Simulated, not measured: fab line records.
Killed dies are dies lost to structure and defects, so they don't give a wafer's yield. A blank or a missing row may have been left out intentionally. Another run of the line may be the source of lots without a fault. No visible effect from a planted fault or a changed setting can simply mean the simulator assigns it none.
Which tool did it?	flow gf180mcu	72 wafers from 24 lots sampled at 5 of the route's 602 steps

WHAT EACH GAUGE READ, for each wafer
GF_M1_OVL_MEAS_15.
lot	measured	on	M1_OVL (nm)
L074	day 18 01:51	overlay-02	-10 -1 -11
L075	day 18 11:01	overlay-02	2 -6 -5
L076	day 18 15:29	overlay-02	0 -1 2
L077	day 19 07:20	overlay-01	2 1 -1
L078	day 19 20:24	overlay-01	8 7 8
L079	day 20 04:23	overlay-02	-1 -6 2
L080	day 20 04:44	overlay-02	-2 -4 -11
L081	day 20 20:41	overlay-01	-14 -12 -9
L082	day 20 21:03	overlay-02	1 0 -5
L083	day 21 12:20	overlay-02	-6 -7 4
L084	day 21 19:29	overlay-02	-8 -8 -14
L085	day 22 04:44	overlay-01	-5 -5 3
L086	day 22 07:42	overlay-01	1 3 5
L087	day 22 15:43	overlay-02	-5 -2 3
L088	day 22 23:02	overlay-01	2 3 -2
L089	day 23 10:17	overlay-02	10 4 2
L090	day 23 15:01	overlay-01	-4 3 -5
L091	day 24 01:05	overlay-01	1 8 12
L092	day 24 06:27	overlay-02	0 -12 -13
L093	day 24 10:53	overlay-01	1 -5 -14
L094	day 24 18:43	overlay-01	-5 -12 0
L095	day 25 00:35	overlay-02	1 -2 8
L096	day 25 07:59	overlay-02	-1 1 -8
L097	day 25 18:15	overlay-02	-10 -11 -2

GF_V4_THK_MEAS_01.
lot	measured	on	V4_CVD_00_THK (nm)
L074	day 24 12:59	filmMetro-03	601 598 597
L075	day 24 21:10	filmMetro-03	593 601 589
L076	day 24 22:38	filmMetro-04	605 593 603
L077	day 25 13:15	filmMetro-04	608 616 602
L078	day 25 23:37	filmMetro-01	607 600 602
L079	day 26 05:08	filmMetro-01	599 590 600
L080	day 26 05:32	filmMetro-01	601 601 615
L081	day 26 21:58	filmMetro-03	602 603 599
L082	day 26 22:12	filmMetro-04	599 601 595
L083	day 27 09:36	filmMetro-03	597 593 605
L084	day 27 15:05	filmMetro-03	603 600 600
L085	day 28 01:06	filmMetro-04	600 596 596
L086	day 28 01:34	filmMetro-01	604 613 608
L087	day 28 09:53	filmMetro-03	603 591 601
L088	day 28 14:14	filmMetro-04	590 592 599
L089	day 29 00:01	filmMetro-03	606 602 596
L090	day 29 06:13	filmMetro-04	604 596 595
L091	day 29 13:55	filmMetro-01	598 590 595
L092	day 29 18:03	filmMetro-01	606 609 613
L093	day 29 20:41	filmMetro-03	602 601 604
L094	day 30 05:12	filmMetro-03	592 592 593
L095	day 30 12:52	filmMetro-01	597 605 606
L096	day 30 17:59	filmMetro-04	602 600 595
L097	day 31 03:19	filmMetro-03	595 587 600

GF_V4_THK_MEAS_25: measures by xrf.
lot	measured	on	V4_W_THK (nm)
L074	day 25 09:47	filmMetro-01	367 366 356
L075	day 25 19:41	filmMetro-04	371 364 371
L076	day 25 20:46	filmMetro-03	372 362 369
L077	day 26 12:30	filmMetro-04	365 352 364
L078	day 26 22:53	filmMetro-01	362 363 361
L079	day 27 04:07	filmMetro-03	372 358 371
L080	day 27 04:10	filmMetro-01	349 360 355
L081	day 27 19:54	filmMetro-03	361 371 362
L082	day 27 20:25	filmMetro-03	372 372 368
L083	day 28 07:22	filmMetro-04	361 359 360
L084	day 28 12:23	filmMetro-04	367 363 353
L085	day 28 23:01	filmMetro-04	356 361 363
L086	day 28 23:26	filmMetro-01	366 359 363
L087	day 29 07:40	filmMetro-01	362 347 364
L088	day 29 11:16	filmMetro-04	362 365 366
L089	day 29 20:38	filmMetro-01	369 369 367
L090	day 30 03:35	filmMetro-03	372 375 369
L091	day 30 11:50	filmMetro-03	368 366 368
L092	day 30 15:32	filmMetro-03	366 368 367
L093	day 30 17:41	filmMetro-04	363 366 368
L094	day 31 01:21	filmMetro-01	361 357 353
L095	day 31 09:14	filmMetro-03	368 366 363
L096	day 31 14:22	filmMetro-04	360 362 364
L097	day 31 23:23	filmMetro-04	359 367 361

WHAT TOOL EACH LOT RAN ON (gives the tool, then ch and the chambers of the sampled wafers, and finally the start)
lot	GF_V1_ETCH_16	GF_V3_CVD_23
L074	rieDiel-03 ch 0,1, day 19 04:37	cvdW-02 ch 0,1, day 23 12:41
L075	rieDiel-01 ch 1,2, day 19 14:04	cvdW-01 ch 0,1, day 23 22:36
L076	rieDiel-03 ch 0,1,3, day 19 17:59	cvdW-01 ch 0,1, day 24 00:13
L077	rieDiel-03 ch 0,2,3, day 20 09:49	cvdW-02 ch 0,1, day 24 15:26
L078	rieDiel-01 ch 0,1,2, day 20 22:44	cvdW-01 ch 0,1, day 25 00:50
L079	rieDiel-01 ch 0,2,3, day 21 06:16	cvdW-01 ch 0,1, day 25 05:59
L080	rieDiel-03 ch 2,3, day 21 06:43	cvdW-01 ch 0,1, day 25 06:57
L081	rieDiel-03 ch 0,1, day 21 23:04	cvdW-01 ch 0,1, day 25 22:58
L082	rieDiel-01 ch 0,2,3, day 21 23:25	cvdW-02 ch 0,1, day 25 23:03
L083	rieDiel-03 ch 2,3, day 22 13:02	cvdW-02 ch 0,1, day 26 11:23
L084	rieDiel-02 ch 0,1,3, day 22 19:50	cvdW-02 ch 0,1, day 26 16:57
L085	rieDiel-03 ch 0,1,3, day 23 05:52	cvdW-01 ch 0,1, day 27 03:11
L086	rieDiel-03 ch 0,1,2, day 23 08:25	cvdW-02 ch 0,1, day 27 03:34
L087	rieDiel-02 ch 0,1,2, day 23 16:37	cvdW-02 ch 0,1, day 27 12:46
L088	rieDiel-02 ch 0,2,3, day 23 23:20	cvdW-01 ch 0,1, day 27 16:40
L089	rieDiel-01 ch 0,2,3, day 24 10:40	cvdW-02 ch 0,1, day 28 02:26
L090	rieDiel-03 ch 1,2, day 24 15:08	cvdW-01 ch 0,1, day 28 08:41
L091	rieDiel-03 ch 1,2,3, day 24 23:04	cvdW-02 ch 0,1, day 28 16:31
L092	rieDiel-01 ch 1,2,3, day 25 03:32	cvdW-02 ch 0,1, day 28 21:18
L093	rieDiel-02 ch 0,2,3, day 25 07:19	cvdW-02 ch 0,1, day 28 23:32
L094	rieDiel-01 ch 1,2,3, day 25 16:31	cvdW-02 ch 0,1, day 29 07:47
L095	rieDiel-02 ch 1,3, day 25 23:23	cvdW-02 ch 0,1, day 29 15:43
L096	rieDiel-03 ch 0,1,3, day 26 06:52	cvdW-02 ch 0,1, day 29 21:38
L097	rieDiel-02 ch 1,2, day 26 16:50	cvdW-01 ch 0,1, day 30 07:46
- GF_V1_ETCH_16: etches BARC in N2/H2.
- GF_V3_CVD_23: deposits W, target thk 350 nm, time 104.9 s.

AS READ BY THE TOOLS THEMSELVES (means over the sampled wafers that have a number; for cases with no such wafer, the mark the record gives instead)
GF_V1_ETCH_16.
lot	tool	drypumpMotorCurrentA (A)	oesProductAu (a.u.)	throttleValvePct (%)
L074	rieDiel-03	6.4	0.854	13.217
L075	rieDiel-01	6.3	0.856	13.231
L076	rieDiel-03	6.3	0.854	13.228
L077	rieDiel-03	5.7	0.852	13.228
L078	rieDiel-01	6.0	0.854	13.231
L079	rieDiel-01	6.3	0.854	13.225
L080	rieDiel-03	5.8	0.858	13.215
L081	rieDiel-03	6.3	0.850	13.213
L082	rieDiel-01	6.2	0.853	13.221
L083	rieDiel-03	5.4	0.854	13.228
L084	rieDiel-02	5.8	0.852	13.223
L085	rieDiel-03	6.2	0.854	13.225
L086	rieDiel-03	5.9	0.857	13.228
L087	rieDiel-02	6.0	0.853	13.231
L088	rieDiel-02	5.7	0.857	13.225
L089	rieDiel-01	6.2	0.851	13.226
L090	rieDiel-03	5.5	0.855	13.228
L091	rieDiel-03	5.9	0.854	13.228
L092	rieDiel-01	6.4	0.853	13.228
L093	rieDiel-02	5.6	0.860	13.216
L094	rieDiel-01	6.4	0.855	13.222
L095	rieDiel-02	6.0	0.851	13.228
L096	rieDiel-03	6.3	0.854	13.221
L097	rieDiel-02	6.0	0.862	13.222

GF_V3_CVD_23.
lot	tool	heaterPowerW (W)
L074	cvdW-02	864
L075	cvdW-01	855
L076	cvdW-01	890
L077	cvdW-02	877
L078	cvdW-01	864
L079	cvdW-01	886
L080	cvdW-01	858
L081	cvdW-01	880
L082	cvdW-02	893
L083	cvdW-02	888
L084	cvdW-02	879
L085	cvdW-01	899
L086	cvdW-02	870
L087	cvdW-02	891
L088	cvdW-01	869
L089	cvdW-02	881
L090	cvdW-01	879
L091	cvdW-02	881
L092	cvdW-02	902
L093	cvdW-02	895
L094	cvdW-02	887
L095	cvdW-02	885
L096	cvdW-02	886
L097	cvdW-01	872

THE ANSWER, worked out from the rows above alone
Rule: the usual values come from the lots themselves. Put in order of their means at a reading, lots are off if they are a third of the lots or fewer, leave a main group of 4 or more, and stand apart from it by a gap of 3 or more times the standard deviation of the main group's means; of several such gaps the widest counts. Not used: any main group whose means are identical at the precision the tables above print for the reading. A lot without any number at a reading at which 4 lots or more have one is off too. Where the step has rows for the other lots, those lots are counted as sound. The gauges are gone through in route order, then the tools' own readings, and for those a lot's mean is taken as printed above. At the first step where some lot is off, the reading lying furthest off is the one used; lots without a number count as furthest.
Across all readings shown, no lot is off: no conclusion can be drawn from this.

WHAT WAS PUT IN BY THE SIMULATOR
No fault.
